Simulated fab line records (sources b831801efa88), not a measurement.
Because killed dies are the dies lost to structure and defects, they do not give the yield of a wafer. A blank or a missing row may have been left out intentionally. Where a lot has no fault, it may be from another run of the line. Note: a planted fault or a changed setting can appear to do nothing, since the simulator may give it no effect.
The tool behind it: which one? / flow gf180mcu / 15 lots with 45 wafers sampled at 6 steps, on a route of 602 steps

== WHAT THE GAUGES READ, wafer by wafer ==
GF_MVPSD_TW_MEAS_11.
lot=L171; measured=day 5 21:15; on=film metro-01; MVPSD_TW=560 561 561
lot=L172; measured=day 5 21:58; on=film metro-03; MVPSD_TW=549 550 549
lot=L173; measured=day 6 01:08; on=film metro-02; MVPSD_TW=550 551 550
lot=L174; measured=day 6 09:59; on=film metro-02; MVPSD_TW=549 551 552
lot=L175; measured=day 6 16:32; on=film metro-01; MVPSD_TW=561 559 558
lot=L176; measured=day 6 23:48; on=film metro-03; MVPSD_TW=546 545 545
lot=L178; measured=day 7 14:29; on=film metro-01; MVPSD_TW=556 560 558
lot=L180; measured=day 7 21:57; on=film metro-02; MVPSD_TW=555 554 553
lot=L186; measured=day 9 05:01; on=film metro-02; MVPSD_TW=30 30 30
lot=L187; measured=day 9 12:26; on=film metro-02; MVPSD_TW=30 30 30
lot=L188; measured=day 9 19:34; on=film metro-03; MVPSD_TW=30 29 30
lot=L189; measured=day 10 00:20; on=film metro-03; MVPSD_TW=546 542 546
lot=L190; measured=day 10 08:53; on=film metro-02; MVPSD_TW=551 554 554
lot=L191; measured=day 10 10:26; on=film metro-02; MVPSD_TW=550 552 552
lot=L192; measured=day 10 17:05; on=film metro-03; MVPSD_TW=544 543 546

GF_M2_CD_MEAS_14 targets a cd of 280 nm.
lot=L171; measured=day 20 19:14; on=cd sem-01; cd nm (nm)=281.4 282.6 281.7
lot=L172; measured=day 20 14:42; on=cd sem-02; cd nm (nm)=279.3 279.4 279.1
lot=L173; measured=day 21 01:46; on=cd sem-02; cd nm (nm)=280.4 281.8 282.4
lot=L174; measured=day 21 12:49; on=cd sem-01; cd nm (nm)=280.0 280.6 280.3
lot=L175; measured=day 21 14:20; on=cd sem-02; cd nm (nm)=281.2 280.9 280.2
lot=L176; measured=day 22 04:39; on=cd sem-01; cd nm (nm)=280.8 281.6 279.8
lot=L178; measured=day 23 00:39; on=cd sem-01; cd nm (nm)=280.9 280.3 281.0
lot=L180; measured=day 23 12:02; on=cd sem-01; cd nm (nm)=280.1 280.8 279.7
lot=L186; measured=day 25 03:55; on=cd sem-02; cd nm (nm)=279.5 279.4 278.9
lot=L187; measured=day 25 17:36; on=cd sem-01; cd nm (nm)=282.5 279.9 281.8
lot=L188; measured=day 25 20:16; on=cd sem-01; cd nm (nm)=281.2 280.4 281.4
lot=L189; measured=day 26 07:33; on=cd sem-02; cd nm (nm)=279.5 279.4 279.3
lot=L190; measured=day 26 14:43; on=cd sem-02; cd nm (nm)=280.0 279.5 279.2
lot=L191; measured=day 26 18:05; on=cd sem-02; cd nm (nm)=279.3 279.8 278.8
lot=L192; measured=day 26 22:59; on=cd sem-02; cd nm (nm)=279.3 281.1 279.5

GF_V2_THK_MEAS_01.
lot=L171; measured=day 20 20:10; on=film metro-03; V2_CVD_00_THK (nm)=594 600 602
lot=L172; measured=day 20 15:35; on=film metro-02; V2_CVD_00_THK (nm)=602 596 605
lot=L173; measured=day 21 02:50; on=film metro-03; V2_CVD_00_THK (nm)=599 602 601
lot=L174; measured=day 21 13:44; on=film metro-01; V2_CVD_00_THK (nm)=599 599 603
lot=L175; measured=day 21 15:21; on=film metro-02; V2_CVD_00_THK (nm)=596 599 609
lot=L176; measured=day 22 05:35; on=film metro-01; V2_CVD_00_THK (nm)=584 581 580
lot=L178; measured=day 23 01:35; on=film metro-02; V2_CVD_00_THK (nm)=595 597 597
lot=L180; measured=day 23 13:06; on=film metro-01; V2_CVD_00_THK (nm)=595 600 590
lot=L186; measured=day 25 04:53; on=film metro-01; V2_CVD_00_THK (nm)=599 595 596
lot=L187; measured=day 25 18:34; on=film metro-03; V2_CVD_00_THK (nm)=592 592 592
lot=L188; measured=day 25 21:08; on=film metro-01; V2_CVD_00_THK (nm)=598 608 603
lot=L189; measured=day 26 08:26; on=film metro-03; V2_CVD_00_THK (nm)=593 594 590
lot=L190; measured=day 26 15:38; on=film metro-03; V2_CVD_00_THK (nm)=600 589 593
lot=L191; measured=day 26 19:01; on=film metro-02; V2_CVD_00_THK (nm)=598 605 601
lot=L192; measured=day 26 23:52; on=film metro-02; V2_CVD_00_THK (nm)=589 586 585

== EACH LOT AND THE TOOL THAT RAN IT (in order: tool; ch and the chambers of the sampled wafers; start) ==
lot=L171; GF_MVSD_STRIP_10=plasma asher-04 ch 0,1, day 5 05:47; GF_MVPSD_STRIP_10=plasma asher-03 ch 0,1, day 5 21:10; GF_M1_SPUTTER_01=pvd sputter-04, day 17 15:22
lot=L172; GF_MVSD_STRIP_10=plasma asher-04 ch 0,1, day 5 06:47; GF_MVPSD_STRIP_10=plasma asher-03 ch 0,1, day 5 21:52; GF_M1_SPUTTER_01=pvd sputter-02, day 17 12:22
lot=L173; GF_MVSD_STRIP_10=plasma asher-04 ch 0,1, day 5 09:51; GF_MVPSD_STRIP_10=plasma asher-02 ch 0,1, day 6 01:02; GF_M1_SPUTTER_01=pvd sputter-01, day 17 23:22
lot=L174; GF_MVSD_STRIP_10=plasma asher-01 ch 0,1, day 5 18:18; GF_MVPSD_STRIP_10=plasma asher-04 ch 0,1, day 6 09:53; GF_M1_SPUTTER_01=pvd sputter-01, day 18 09:47
lot=L175; GF_MVSD_STRIP_10=plasma asher-04 ch 0, day 6 00:51; GF_MVPSD_STRIP_10=plasma asher-04 ch 0,1, day 6 16:26; GF_M1_SPUTTER_01=pvd sputter-01, day 18 11:09
lot=L176; GF_MVSD_STRIP_10=plasma asher-01 ch 0,1, day 6 07:39; GF_MVPSD_STRIP_10=plasma asher-02 ch 0,1, day 6 23:42; GF_M1_SPUTTER_01=pvd sputter-04, day 19 01:15
lot=L178; GF_MVSD_STRIP_10=plasma asher-03 ch 0,1, day 6 22:05; GF_MVPSD_STRIP_10=plasma asher-03 ch 0,1, day 7 14:23; GF_M1_SPUTTER_01=pvd sputter-01, day 19 23:02
lot=L180; GF_MVSD_STRIP_10=plasma asher-03 ch 0,1, day 7 05:03; GF_MVPSD_STRIP_10=plasma asher-02 ch 0,1, day 7 21:51; GF_M1_SPUTTER_01=pvd sputter-01, day 20 11:00
lot=L186; GF_MVSD_STRIP_10=plasma asher-04 ch 0,1, day 8 12:12; GF_MVPSD_STRIP_10=plasma asher-02 ch 0,1, day 9 04:55; GF_M1_SPUTTER_01=pvd sputter-01, day 22 05:17
lot=L187; GF_MVSD_STRIP_10=plasma asher-03 ch 0,1, day 8 19:18; GF_MVPSD_STRIP_10=plasma asher-04 ch 0,1, day 9 12:20; GF_M1_SPUTTER_01=pvd sputter-01, day 22 19:55
lot=L188; GF_MVSD_STRIP_10=plasma asher-01 ch 0,1, day 9 02:40; GF_MVPSD_STRIP_10=plasma asher-04 ch 0,1, day 9 19:28; GF_M1_SPUTTER_01=pvd sputter-01, day 23 01:09
lot=L189; GF_MVSD_STRIP_10=plasma asher-01 ch 0,1, day 9 06:27; GF_MVPSD_STRIP_10=plasma asher-02 ch 0,1, day 10 00:14; GF_M1_SPUTTER_01=pvd sputter-04, day 23 12:29
lot=L190; GF_MVSD_STRIP_10=plasma asher-01 ch 0,1, day 9 13:56; GF_MVPSD_STRIP_10=plasma asher-03 ch 0,1, day 10 08:47; GF_M1_SPUTTER_01=pvd sputter-02, day 23 19:04
lot=L191; GF_MVSD_STRIP_10=plasma asher-04 ch 0, day 9 16:15; GF_MVPSD_STRIP_10=plasma asher-02 ch 0,1, day 10 10:20; GF_M1_SPUTTER_01=pvd sputter-01, day 23 23:01
lot=L192; GF_MVSD_STRIP_10=plasma asher-01 ch 0,1, day 9 22:14; GF_MVPSD_STRIP_10=plasma asher-03 ch 0,1, day 10 16:59; GF_M1_SPUTTER_01=pvd sputter-02, day 24 04:58
- GF_MVSD_STRIP_10: strips in O2/N2.
- GF_MVPSD_STRIP_10: strips in O2/N2.
- GF_M1_SPUTTER_01: material TiN, target thk 30 nm, time 25 s.

== AS READ BY THE TOOLS THEMSELVES (means over the sampled wafers that have a number; for cases with no such wafer, the mark the record gives instead) ==
GF_MVSD_STRIP_10.
lot=L171; tool=plasma asher-04; chamber pressure mTorr (mTorr)=1498.8; drypump motor current A (A)=5.2; heater power w (W)=348; oes product au (a.u.)=0.717; strip time to endpoint s (s)=36.92
lot=L172; tool=plasma asher-04; chamber pressure mTorr (mTorr)=1500.0; drypump motor current A (A)=5.2; heater power w (W)=349; oes product au (a.u.)=0.722; strip time to endpoint s (s)=37.04
lot=L173; tool=plasma asher-04; chamber pressure mTorr (mTorr)=1499.8; drypump motor current A (A)=5.2; heater power w (W)=348; oes product au (a.u.)=0.722; strip time to endpoint s (s)=37.06
lot=L174; tool=plasma asher-01; chamber pressure mTorr (mTorr)=1500.8; drypump motor current A (A)=5.8; heater power w (W)=303; oes product au (a.u.)=0.724; strip time to endpoint s (s)=36.94
lot=L175; tool=plasma asher-04; chamber pressure mTorr (mTorr)=1501.1; drypump motor current A (A)=5.4; heater power w (W)=436; oes product au (a.u.)=0.719; strip time to endpoint s (s)=37.06
lot=L176; tool=plasma asher-01; chamber pressure mTorr (mTorr)=1500.0; drypump motor current A (A)=5.8; heater power w (W)=300; oes product au (a.u.)=0.723; strip time to endpoint s (s)=36.95
lot=L178; tool=plasma asher-03; chamber pressure mTorr (mTorr)=1500.7; drypump motor current A (A)=6.2; heater power w (W)=309; oes product au (a.u.)=0.720; strip time to endpoint s (s)=36.95
lot=L180; tool=plasma asher-03; chamber pressure mTorr (mTorr)=1499.5; drypump motor current A (A)=6.2; heater power w (W)=312; oes product au (a.u.)=0.721; strip time to endpoint s (s)=36.82
lot=L186; tool=plasma asher-04; chamber pressure mTorr (mTorr)=-; drypump motor current A (A)=-; heater power w (W)=-; oes product au (a.u.)=-; strip time to endpoint s (s)=-
lot=L187; tool=plasma asher-03; chamber pressure mTorr (mTorr)=-; drypump motor current A (A)=-; heater power w (W)=-; oes product au (a.u.)=-; strip time to endpoint s (s)=-
lot=L188; tool=plasma asher-01; chamber pressure mTorr (mTorr)=-; drypump motor current A (A)=-; heater power w (W)=-; oes product au (a.u.)=-; strip time to endpoint s (s)=-
lot=L189; tool=plasma asher-01; chamber pressure mTorr (mTorr)=1499.7; drypump motor current A (A)=5.9; heater power w (W)=301; oes product au (a.u.)=0.720; strip time to endpoint s (s)=36.91
lot=L190; tool=plasma asher-01; chamber pressure mTorr (mTorr)=1499.1; drypump motor current A (A)=5.7; heater power w (W)=300; oes product au (a.u.)=0.721; strip time to endpoint s (s)=36.99
lot=L191; tool=plasma asher-04; chamber pressure mTorr (mTorr)=1499.6; drypump motor current A (A)=5.4; heater power w (W)=435; oes product au (a.u.)=0.725; strip time to endpoint s (s)=37.04
lot=L192; tool=plasma asher-01; chamber pressure mTorr (mTorr)=1499.6; drypump motor current A (A)=5.7; heater power w (W)=301; oes product au (a.u.)=0.725; strip time to endpoint s (s)=36.92

GF_MVPSD_STRIP_10.
lot=L171; tool=plasma asher-03; chamber pressure mTorr (mTorr)=1500.0; drypump motor current A (A)=5.9; heater power w (W)=326; oes product au (a.u.)=0.725; strip time to endpoint s (s)=37.03
lot=L172; tool=plasma asher-03; chamber pressure mTorr (mTorr)=1500.4; drypump motor current A (A)=5.9; heater power w (W)=329; oes product au (a.u.)=0.722; strip time to endpoint s (s)=37.06
lot=L173; tool=plasma asher-02; chamber pressure mTorr (mTorr)=1499.7; drypump motor current A (A)=6.1; heater power w (W)=322; oes product au (a.u.)=0.719; strip time to endpoint s (s)=36.99
lot=L174; tool=plasma asher-04; chamber pressure mTorr (mTorr)=1500.1; drypump motor current A (A)=5.3; heater power w (W)=392; oes product au (a.u.)=0.725; strip time to endpoint s (s)=36.87
lot=L175; tool=plasma asher-04; chamber pressure mTorr (mTorr)=1500.6; drypump motor current A (A)=5.3; heater power w (W)=341; oes product au (a.u.)=0.723; strip time to endpoint s (s)=37.06
lot=L176; tool=plasma asher-02; chamber pressure mTorr (mTorr)=1499.8; drypump motor current A (A)=6.1; heater power w (W)=321; oes product au (a.u.)=0.723; strip time to endpoint s (s)=36.90
lot=L178; tool=plasma asher-03; chamber pressure mTorr (mTorr)=1500.2; drypump motor current A (A)=6.2; heater power w (W)=309; oes product au (a.u.)=0.721; strip time to endpoint s (s)=36.92
lot=L180; tool=plasma asher-02; chamber pressure mTorr (mTorr)=1500.6; drypump motor current A (A)=6.2; heater power w (W)=324; oes product au (a.u.)=0.724; strip time to endpoint s (s)=37.05
lot=L186; tool=plasma asher-02; chamber pressure mTorr (mTorr)=1501.2; drypump motor current A (A)=6.2; heater power w (W)=325; oes product au (a.u.)=0.737; strip time to endpoint s (s)=80.86
lot=L187; tool=plasma asher-04; chamber pressure mTorr (mTorr)=1500.0; drypump motor current A (A)=5.2; heater power w (W)=353; oes product au (a.u.)=0.740; strip time to endpoint s (s)=81.37
lot=L188; tool=plasma asher-04; chamber pressure mTorr (mTorr)=1499.1; drypump motor current A (A)=5.3; heater power w (W)=391; oes product au (a.u.)=0.743; strip time to endpoint s (s)=81.10
lot=L189; tool=plasma asher-02; chamber pressure mTorr (mTorr)=1500.0; drypump motor current A (A)=6.1; heater power w (W)=322; oes product au (a.u.)=0.722; strip time to endpoint s (s)=36.77
lot=L190; tool=plasma asher-03; chamber pressure mTorr (mTorr)=1498.3; drypump motor current A (A)=5.9; heater power w (W)=327; oes product au (a.u.)=0.720; strip time to endpoint s (s)=36.82
lot=L191; tool=plasma asher-02; chamber pressure mTorr (mTorr)=1500.2; drypump motor current A (A)=6.2; heater power w (W)=322; oes product au (a.u.)=0.722; strip time to endpoint s (s)=36.99
lot=L192; tool=plasma asher-03; chamber pressure mTorr (mTorr)=1499.2; drypump motor current A (A)=6.2; heater power w (W)=305; oes product au (a.u.)=0.722; strip time to endpoint s (s)=36.89

GF_M1_SPUTTER_01.
lot=L171; tool=pvd sputter-04; throttle valve pct (%)=30.1
lot=L172; tool=pvd sputter-02; throttle valve pct (%)=29.6
lot=L173; tool=pvd sputter-01; throttle valve pct (%)=30.6
lot=L174; tool=pvd sputter-01; throttle valve pct (%)=30.5
lot=L175; tool=pvd sputter-01; throttle valve pct (%)=30.2
lot=L176; tool=pvd sputter-04; throttle valve pct (%)=30.0
lot=L178; tool=pvd sputter-01; throttle valve pct (%)=30.0
lot=L180; tool=pvd sputter-01; throttle valve pct (%)=30.7
lot=L186; tool=pvd sputter-01; throttle valve pct (%)=30.7
lot=L187; tool=pvd sputter-01; throttle valve pct (%)=30.3
lot=L188; tool=pvd sputter-01; throttle valve pct (%)=30.8
lot=L189; tool=pvd sputter-04; throttle valve pct (%)=29.5
lot=L190; tool=pvd sputter-02; throttle valve pct (%)=30.2
lot=L191; tool=pvd sputter-01; throttle valve pct (%)=31.1
lot=L192; tool=pvd sputter-02; throttle valve pct (%)=30.6

== THE ANSWER, worked out from the rows above alone ==
Rule: the lots themselves supply what counts as usual. Put in order of their means at a reading, lots are off if they are a third of the lots or fewer, leave a main group of 4 or more, and stand apart from it by a gap of 3 or more times the standard deviation of the main group's means; of several such gaps the widest counts. If all means in a main group match to the digits the tables above print for the reading, that group is not used. Also off: a lot with no number at a reading for which 4 or more lots have one. Where the step has rows for the other lots, those lots are counted as sound. First the gauges in route order, then the tools' own readings, where a lot's mean is used as printed above. At the first step where some lot is off, the reading lying furthest off is the one used; lots without a number count as furthest.
Off: L186, L187, L188, seen at GF_MVPSD_TW_MEAS_11 (MVPSD_TW). The main group has a mean of 552 with a standard deviation of 5.3.
A tool fits if, at a process step before that reading, it ran every lot that is off, and no sound lot after the first of them. The gauges at GF_MVPSD_TW_MEAS_11 aren't tried: what is off there is off at GF_MVSD_STRIP_10 too, on other tools, and a gauge's error can't cause that. None of those tried fits.

== WHAT HAD BEEN PUT IN BY THE SIMULATOR ==
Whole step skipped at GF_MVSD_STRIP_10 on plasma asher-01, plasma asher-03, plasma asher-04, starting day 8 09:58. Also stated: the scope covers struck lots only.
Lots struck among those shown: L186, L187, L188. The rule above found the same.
